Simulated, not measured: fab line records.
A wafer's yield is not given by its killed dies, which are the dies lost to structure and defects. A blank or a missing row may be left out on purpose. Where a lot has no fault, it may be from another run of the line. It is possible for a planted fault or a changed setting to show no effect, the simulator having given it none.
8D (eight disciplines) problem report, filled in by code | flow sky130 | the parts of the form that need people (team, actions taken, sign-off) are left out

== 1. PROBLEM STATEMENT ==
METAL5_ALCU_RS at SKY_METAL5_RS_MEAS_05 reads a mean of 0.01713 ohm/sq on 2 wafers of 1 lot; wafers without a fault read 0.02693 ohm/sq with a standard deviation of 0.00029. Relative to the usual mean, that is a shift of -34 standard deviations.
The step: measures by four-point-probe.
First observed at day 45 18:16: wafer L488.3, on film_metro-01. The record holds 30 wafers of 10 lots with a number at this step. Rule for "out", or "out of limits": more than 4 standard deviations from the usual mean. Any other wafer with a number is counted as sound.

== 2. WHAT IT IS; WHAT IT IS NOT ==
question                    | is                | is not
which readings at this step | METAL5_ALCU_RS    | -
which lots                  | L488              | L479, L480, L481, L493, L494, L495, L500, L501, L502
which wafers of those lots  | L488.3, L488.4    | L488.2
read on which gauges        | film_metro-01     | film_metro-02, film_metro-03
when                        | from day 45 18:16 | up to then (10 sound wafers); but 18 sound wafers of L493, L494, L495, L500, L501, L502 came after

== 3. WHAT RULES OUT EACH SUSPECT ==
Counting: a tool at a process step up to the reading stays a suspect if it ran every lot that is out. Sound lots after the first of them don't rule it out here, since some wafers of a struck lot are sound.
- the gauge at SKY_METAL5_RS_MEAS_05: ruled out. All the wafers that are out were read on film_metro-01, but those of them that SKY_METAL5_METAL_ETCH_15 has rows for are out there too, on other tools.
- cmp-01 at SKY_VIA4_CMP_02 (polishes SiO2): kept. It ran the lot that is out, L488 (day 44 19:26); its last sound lot up to then is L481 (day 42 12:40).
- pvd_sputter-02 at SKY_VIA4_SPUTTER_17 (material TiN, target thk 20 nm, time 80 s): kept. It ran the lot that is out, L488 (day 45 17:23).
- pvd_sputter-02 at SKY_METAL5_SPUTTER_02 (material AlCu, target thk 1150 nm, time 61.2 s): kept. It ran the lot that is out, L488 (day 45 18:08).
- Within cmp-01 at SKY_VIA4_CMP_02: the wafers that are out ran in chambers 2, 3; their sound lot-mates ran in chamber 1.
Left after counting: cmp-01 at SKY_VIA4_CMP_02, pvd_sputter-02 at SKY_VIA4_SPUTTER_17, pvd_sputter-02 at SKY_METAL5_SPUTTER_02.

== 4. THE CAUSE (what the simulator had put in) ==
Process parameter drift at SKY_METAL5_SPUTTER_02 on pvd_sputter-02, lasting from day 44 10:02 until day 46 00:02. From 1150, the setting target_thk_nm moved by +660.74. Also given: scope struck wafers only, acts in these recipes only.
3 suspects survive the count, and this tool is in that group.

== 5. THE CHAIN OF EFFECTS, in route order ==
Rows list readings where the struck wafers' mean (over those with a number) sits beyond 3 standard deviations from the usual. Readings are gone through only where the record gives a usual standard deviation; hours: the median, over the lots, of the time from a lot's start at the first step in this table giving one to that lot's start at this step; sigmas: the change measured in usual standard deviations.
hours | step                     | reading         | usual          | on struck wafers | change   | sigmas
0     | SKY_METAL5_RS_MEAS_05    | METAL5_ALCU_RS  | 0.02693 ohm/sq | 0.01713          | -0.00980 | -34
0     | SKY_METAL5_THK_MEAS_06   | METAL5_ALCU_THK | 1154 nm        | 1792             | +638     | +43
21    | SKY_METAL5_METAL_ETCH_15 | oes_product_au  | 0.895 a.u.     | 1.001            | +0.106   | +22
Process steps it contains:
- SKY_METAL5_METAL_ETCH_15: etches the open film in Cl2/BCl3, stops on SiO2, target depth 1260 nm, time 252 s.

== 6. HOW IT WOULD HAVE BEEN CAUGHT EARLIER ==
In this record the first reading out of limits at a measuring or inspecting step was taken at day 45 18:16, 32 hours after the fault began at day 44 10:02.
Of the tool readings at SKY_METAL5_SPUTTER_02 for which the record gives a usual standard deviation, none was out on any struck wafer, so an alarm limit of 4 standard deviations on them would not have fired.
By day 45 18:16 the whole set of lots that are out, 1 in number, had already begun SKY_METAL5_SPUTTER_02 on pvd_sputter-02. None of them would have been spared by holding the tool at that moment.
